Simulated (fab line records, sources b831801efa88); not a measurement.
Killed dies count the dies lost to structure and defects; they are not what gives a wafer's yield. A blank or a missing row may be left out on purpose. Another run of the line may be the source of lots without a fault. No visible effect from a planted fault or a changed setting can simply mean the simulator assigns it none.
8D (eight disciplines) problem report, filled in by code | flow sky130 | the parts of the form that need people (team, actions taken, sign-off) are left out

1. THE ISSUE
Mean of killed_at_other at SKY_PAD_OPEN_PROBE_99: 46.4 across 5 wafers in 3 lots; on wafers with no fault it is 0.4 (standard deviation 0.76). Measured from the usual mean, that is +61 standard deviations.
First seen on wafer L237.1, day 47 22:51, on prober-01. The record has a number at this step for 24 wafers belonging to 8 lots. Rule for "out", or "out of limits": more than 4 standard deviations from the usual mean. Any other wafer with a number is counted as sound.

2. WHAT IT IS, WHAT IT ISN'T
question                    | is                                     | is not
which readings at this step | killed_at_other                        | killed_at_M4_up, killed_at_contacts, killed_at_front_end, killed_on_rim, killed_short, sort_bin_6_memory
which lots                  | L237, L238, L239                       | L229, L233, L244, L248, L249
which wafers of those lots  | L237.1, L237.4, L238.2, L239.1, L239.4 | L237.2, L238.1, L238.4, L239.5
read on which tools         | prober-01, prober-02                   | -
when                        | from day 47 22:51                      | up to then (6 sound wafers); but 13 sound wafers of L237, L238, L239, L244, L248, L249 came after

3. THE SUSPECTS, EACH WITH WHAT RULES IT OUT
Counting: a tool at a process step up to the reading stays a suspect if it ran every lot that is out. Sound lots after the first of them don't rule it out here, since some wafers of a struck lot are sound.
- pecvd-03 at SKY_CAPM_CVD_00 (deposits SiO2, target thk 15.5 nm): kept. It ran every lot that is out, first L237 (day 39 04:37); its last sound lot up to then is L229 (day 36 09:02).
- At SKY_CAPM_CVD_00 on pecvd-03, chamber 1 took the sound wafers of the same lots and chamber 2 took the wafers that are out.
Remaining after the count: pecvd-03 at SKY_CAPM_CVD_00.

4. THE CAUSE (what the simulator had put in)
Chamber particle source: pecvd-03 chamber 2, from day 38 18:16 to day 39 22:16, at SKY_CAPM_CVD_00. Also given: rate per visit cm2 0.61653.
The count eliminated every tool but this one.

5. THE EFFECT CHAIN, in route order
Each row: a reading where the mean over the struck wafers with a number is more than 3 standard deviations away from the usual. Only readings for which the record gives a usual standard deviation are gone through. hours: the time from each lot's start at the first step in this table that gives one to its start at this step, as a median over the lots. sigmas: the change in usual standard deviations.
hours | step                  | reading              | usual  | on struck wafers | change | sigmas
0     | SKY_PAD_OPEN_PROBE_99 | defect_limited_yield | 82.3 % | 74.5             | -7.8   | -3.9
0     | SKY_PAD_OPEN_PROBE_99 | killed_at_other      | 0.4    | 46.4             | +46.0  | +61
0     | SKY_PAD_OPEN_PROBE_99 | killed_dies          | 87     | 125              | +38    | +3.8
0     | SKY_PAD_OPEN_PROBE_99 | sort_bin_3_pad_short | 0.9 %  | 2.9              | +2.0   | +5.0
0     | SKY_PAD_OPEN_PROBE_99 | sort_bin_5_function  | 10.5 % | 15.8             | +5.3   | +3.5
0     | SKY_PAD_OPEN_PROBE_99 | sort_n_pass          | 405    | 367              | -38    | -3.8
0     | SKY_PAD_OPEN_PROBE_99 | sort_yield_pct       | 82.3 % | 74.5             | -7.8   | -3.9
Here are the process steps it includes:
- SKY_PAD_OPEN_PROBE_99

6. HOW IT WOULD HAVE BEEN CAUGHT EARLIER
221 hours passed between the start of the fault at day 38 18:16 and the first reading out of limits in this record, taken at day 47 22:51.
Of the tool readings at SKY_CAPM_CVD_00 for which the record gives a usual standard deviation, none was out on any struck wafer, so an alarm limit of 4 standard deviations on them would not have fired.
Each of the lots that are out, 3 in all, had begun SKY_CAPM_CVD_00 on pecvd-03 no later than day 47 22:51. Holding the tool at that point would not have protected any of them.
